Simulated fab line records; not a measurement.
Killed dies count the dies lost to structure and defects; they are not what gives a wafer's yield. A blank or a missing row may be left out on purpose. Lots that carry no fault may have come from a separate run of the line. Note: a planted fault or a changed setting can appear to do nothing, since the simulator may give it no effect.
Struck lot and sound lot, side by side || flow sky130 || 14 out of 708 route steps
Sound: the wafers L216.2, L216.3, L216.4. Wafers L233.2, L233.4, L233.6 were the ones struck. The cause is given at the end.
Order at every step that has rows: each side's tool, ch and its chambers, its first start. Under that, the readings that differ: sound wafers || struck wafers || difference of the means || sigmas: that difference in standard deviations of wafers without a fault.
alike: words and numbers the same on both sides, and readings whose means are apart by under 2 such deviations; not compared: readings that were withheld, readings missing a value for some wafer, numbers with overlapping values and no deviation given by the record, and bounds like >300 which may hide the same value.
The two part at a step that has a row with sigmas, a row that says differs or no value, or rows on one side only. Numbers that have no deviation but don't overlap get no sigmas and don't part them. Lack of a reading on every wafer of one side parts them only where that side has two or more wafers.

SKY_CONTACT_STRIP_19: strips in O2/N2.
  sound on plasma_asher-04 ch 0,1, day 31 23:51; struck on plasma_asher-01 ch 0,1, day 37 09:38
{"reading": "oes_product_au (a.u.)", "sound": "0.380 0.379 0.367", "struck": "0.388 0.384 0.392", "difference": "+0.013", "sigmas": "+2"}
  alike: drypump_motor_current_A, strip_time_to_endpoint_s
  not compared: rf_hours_counter_h
then, 3 steps without rows for these wafers: SKY_CONTACT_STRIP_20 (strips in post etch residue remover, time 1200 s); SKY_CONTACT_CLEAN_21 (cleans in IPA, time 180 s); SKY_CONTACT_CLEAN_22 (cleans in O3/DIW).
SKY_CONTACT_SPUTTER_23: material TiN, target thk 20 nm, time 80 s.
  sound on pvd_sputter-01 at day 32 00:32; struck on pvd_sputter-03 at day 37 10:16
  alike: chamber_pressure_pa, throttle_valve_pct
SKY_CONTACT_CVD_24: deposits W, target thk 340 nm, time 102.12 s.
  sound on cvd_w-02 ch 0,1, day 32 00:35; struck on cvd_w-01 ch 1, day 37 10:19
  alike: heater_power_w
SKY_CONTACT_RS_MEAS_25: measures by four-point-probe.
  sound on film_metro-01 at day 32 00:43; struck on film_metro-02 at day 37 10:27
  alike: CONTACT_W_RS
SKY_CONTACT_THK_MEAS_26: measures by xrf.
  sound on film_metro-01 at day 32 00:50; struck on film_metro-02 at day 37 10:34
  alike: CONTACT_W_THK
then, 2 steps without rows for these wafers: SKY_CONTACT_CMP_27 (polishes, stops on SiO2, t overpolish 15 s, target thk 0 nm); SKY_METAL1_SPUTTER_00 (material Ti, target thk 15 nm, time 10 s).
SKY_METAL1_SPUTTER_01: material TiN, target thk 20 nm, time 16.7 s.
  sound on pvd_sputter-02 at day 32 01:25; struck on pvd_sputter-04 at day 37 10:56
  alike: chamber_pressure_pa, throttle_valve_pct
SKY_METAL1_SPUTTER_02: material AlCu, target thk 250 nm, time 13.3 s.
  sound on pvd_sputter-02 at day 32 01:27; struck on pvd_sputter-04 at day 37 10:58
  alike: chamber_pressure_pa, throttle_valve_pct
SKY_METAL1_SPUTTER_03: material Ti, target thk 5 nm, time 3.3 s.
  sound on pvd_sputter-02 at day 32 01:28; struck on pvd_sputter-04 at day 37 10:59
{"reading": "model.Ti_of_METAL1_SPUTTER_03.thk_nm (nm)", "sound": "4.985 4.78 4.977", "struck": "7.102 7.2 7.287", "difference": "+2.282", "sigmas": ""}
  alike: chamber_pressure_pa, throttle_valve_pct
then, 1 step without rows for these wafers: SKY_METAL1_SPUTTER_04 (material TiN, target thk 70 nm, time 58.3 s).

WHERE THEY PART
SKY_CONTACT_STRIP_19 only, going by this record. Later steps at which nothing parts them and some readings are alike: SKY_CONTACT_SPUTTER_23, SKY_CONTACT_CVD_24, SKY_CONTACT_RS_MEAS_25, SKY_CONTACT_THK_MEAS_26, SKY_METAL1_SPUTTER_01, SKY_METAL1_SPUTTER_02, SKY_METAL1_SPUTTER_03.

WHY: the cause the simulator had injected
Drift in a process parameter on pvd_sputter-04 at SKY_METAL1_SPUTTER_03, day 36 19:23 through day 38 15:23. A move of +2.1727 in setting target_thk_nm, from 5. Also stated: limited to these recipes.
